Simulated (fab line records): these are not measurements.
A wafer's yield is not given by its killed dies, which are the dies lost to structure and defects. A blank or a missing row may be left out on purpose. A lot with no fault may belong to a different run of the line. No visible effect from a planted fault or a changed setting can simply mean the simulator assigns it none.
What tool caused it? || flow sfq line || 21 wafers from 7 lots sampled at 2 of the route's 325 steps

WHAT EACH GAUGE READ, for each wafer
SFQ_L0_RS_MEAS_901: measures by four-point-probe.
{"lot": "L783", "measured": "day 1 17:34", "on": "film metro-04", "L0_MONX_KI_RS (ohm/sq)": "44.6 43.8 43.9"}
{"lot": "L785", "measured": "day 2 03:34", "on": "film metro-02", "L0_MONX_KI_RS (ohm/sq)": "43.2 43.4 43.4"}
{"lot": "L788", "measured": "day 2 18:34", "on": "film metro-02", "L0_MONX_KI_RS (ohm/sq)": "43.9 43.4 43.4"}
{"lot": "L790", "measured": "day 3 04:35", "on": "film metro-04", "L0_MONX_KI_RS (ohm/sq)": "43.4 43.6 43.9"}
{"lot": "L796", "measured": "day 4 10:46", "on": "film metro-03", "L0_MONX_KI_RS (ohm/sq)": "46.2 42.8 43.3"}
{"lot": "L800", "measured": "day 5 06:36", "on": "film metro-04", "L0_MONX_KI_RS (ohm/sq)": "44.0 44.0 43.7"}
{"lot": "L804", "measured": "day 6 02:34", "on": "film metro-04", "L0_MONX_KI_RS (ohm/sq)": "43.9 44.1 44.7"}

EACH LOT AND THE TOOL THAT RAN IT (in order: tool; ch and the chambers of the sampled wafers; start)
{"lot": "L783", "SFQ_TRILAYER_L0_DEP_SPUTTER_003": "pvd sputter-06, day 1 17:29"}
{"lot": "L785", "SFQ_TRILAYER_L0_DEP_SPUTTER_003": "pvd sputter-04, day 2 03:29"}
{"lot": "L788", "SFQ_TRILAYER_L0_DEP_SPUTTER_003": "pvd sputter-04, day 2 18:29"}
{"lot": "L790", "SFQ_TRILAYER_L0_DEP_SPUTTER_003": "pvd sputter-06, day 3 04:29"}
{"lot": "L796", "SFQ_TRILAYER_L0_DEP_SPUTTER_003": "pvd sputter-05, day 4 10:29"}
{"lot": "L800", "SFQ_TRILAYER_L0_DEP_SPUTTER_003": "pvd sputter-04, day 5 06:29"}
{"lot": "L804", "SFQ_TRILAYER_L0_DEP_SPUTTER_003": "pvd sputter-04, day 6 02:29"}
- SFQ_TRILAYER_L0_DEP_SPUTTER_003: material MoNx KI, target thk 40 nm, time 100 s.

THE ANSWER, worked out from the rows above alone
Rule: the usual values come from the lots themselves. Put in order of their means at a reading, lots are off if they are a third of the lots or fewer, leave a main group of 4 or more, and stand apart from it by a gap of 3 or more times the standard deviation of the main group's means; of several such gaps the widest counts. Not used: any main group whose means are identical at the precision the tables above print for the reading. A lot without any number at a reading at which 4 lots or more have one is off too. The other lots that the step has rows for count as sound.
No lot is off at any reading shown: from this, nothing can be told.

WHAT THE SIMULATOR PUT IN
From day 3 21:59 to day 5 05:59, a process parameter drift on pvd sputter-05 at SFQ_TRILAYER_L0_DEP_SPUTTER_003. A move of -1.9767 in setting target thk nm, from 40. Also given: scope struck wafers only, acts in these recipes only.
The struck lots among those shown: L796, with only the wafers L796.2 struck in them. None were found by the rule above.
